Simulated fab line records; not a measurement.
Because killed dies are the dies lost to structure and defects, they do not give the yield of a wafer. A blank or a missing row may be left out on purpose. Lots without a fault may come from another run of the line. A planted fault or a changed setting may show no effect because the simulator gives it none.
Which tool was responsible? -- flow sfqLine -- 8 lots, 24 wafers sampled, at 2 steps of a route of 325

## WHAT THE GAUGES READ, wafer by wafer
SFQ_I0_BOW_MEAS_907. Usual: I0_BOW gives 0 um (standard deviation 6.9).
lot,measured,on,I0_BOW (um),flag
L107,day 6 21:42,filmMetro-01,8 0 1,
L108,day 7 06:17,filmMetro-02,2 -1 -2,
L109,day 7 09:16,filmMetro-02,5 -6 20,
L110,day 7 10:45,filmMetro-04,14 -1 -4,
L113,day 8 09:14,filmMetro-01,-7 -7 -4,
L114,day 8 12:16,filmMetro-01,-2 -2 -11,
L115,day 8 18:16,filmMetro-02,-7 0 -5,
L116,day 8 22:05,filmMetro-02,-3 4 2,

## EACH LOT AND THE TOOL THAT RAN IT (in order: tool; ch and the chambers of the sampled wafers; start)
lot,SFQ_TRILAYER_M0_BARC_OPEN_METAL_ETCH_031
L107,"rieMetal-03 ch 0,1, day 6 16:15"
L108,"rieMetal-03 ch 0,1, day 6 23:28"
L109,"rieMetal-02 ch 0,1, day 7 03:03"
L110,"rieMetal-02 ch 0,1, day 7 06:39"
L113,"rieMetal-04 ch 0,1, day 8 00:39"
L114,"rieMetal-04 ch 0,1, day 8 06:39"
L115,"rieMetal-02 ch 0,1, day 8 12:39"
L116,"rieMetal-04 ch 0,1, day 8 17:27"
- SFQ_TRILAYER_M0_BARC_OPEN_METAL_ETCH_031: etches BARC in O2, target depth 125 nm, time 41.7 s.

## WHAT THE TOOLS THEMSELVES READ (means of the sampled wafers that have a number; where no wafer has one, the mark that the record gives instead)
SFQ_TRILAYER_M0_BARC_OPEN_METAL_ETCH_031. Usual: drypumpMotorCurrentA 5.6 A, standard deviation 0.61; oesProductAu 0.684 a.u., standard deviation 0.0048; runLengthS 69.8 s, standard deviation 0.43.
lot,tool,drypumpMotorCurrentA (A),oesProductAu (a.u.),runLengthS (s),flag
L107,rieMetal-03,5.8,0.687,69.3,
L108,rieMetal-03,5.8,0.685,69.3,
L109,rieMetal-02,4.8,0.680,69.9,
L110,rieMetal-02,5.0,0.681,70.0,
L113,rieMetal-04,6.3,0.816,60.7,OFF
L114,rieMetal-04,5.9,0.820,60.3,OFF
L115,rieMetal-02,5.0,0.822,60.6,OFF
L116,rieMetal-04,6.3,0.811,60.5,OFF

## THE ANSWER, worked out from the rows above alone
Rule: a lot is off if the mean of its wafers that have a number lies more than 3 standard deviations from the usual mean. Also off: a lot with no number at a reading for which 4 or more lots have one. All remaining lots with rows at the step are treated as sound. First the gauges in route order, then the tools' own readings, where a lot's mean is used as printed above. The first step at which some lot is off is used, and at that step the reading that is off furthest; a lot without a number counts as furthest.
Off, at SFQ_TRILAYER_M0_BARC_OPEN_METAL_ETCH_031 on oesProductAu: L113, L114, L115, L116.
A tool fits if, at that step or a process step before it, it ran every lot that is off, and no sound lot after the first of them. No candidate that was tried fits.

## WHAT THE SIMULATOR PUT IN
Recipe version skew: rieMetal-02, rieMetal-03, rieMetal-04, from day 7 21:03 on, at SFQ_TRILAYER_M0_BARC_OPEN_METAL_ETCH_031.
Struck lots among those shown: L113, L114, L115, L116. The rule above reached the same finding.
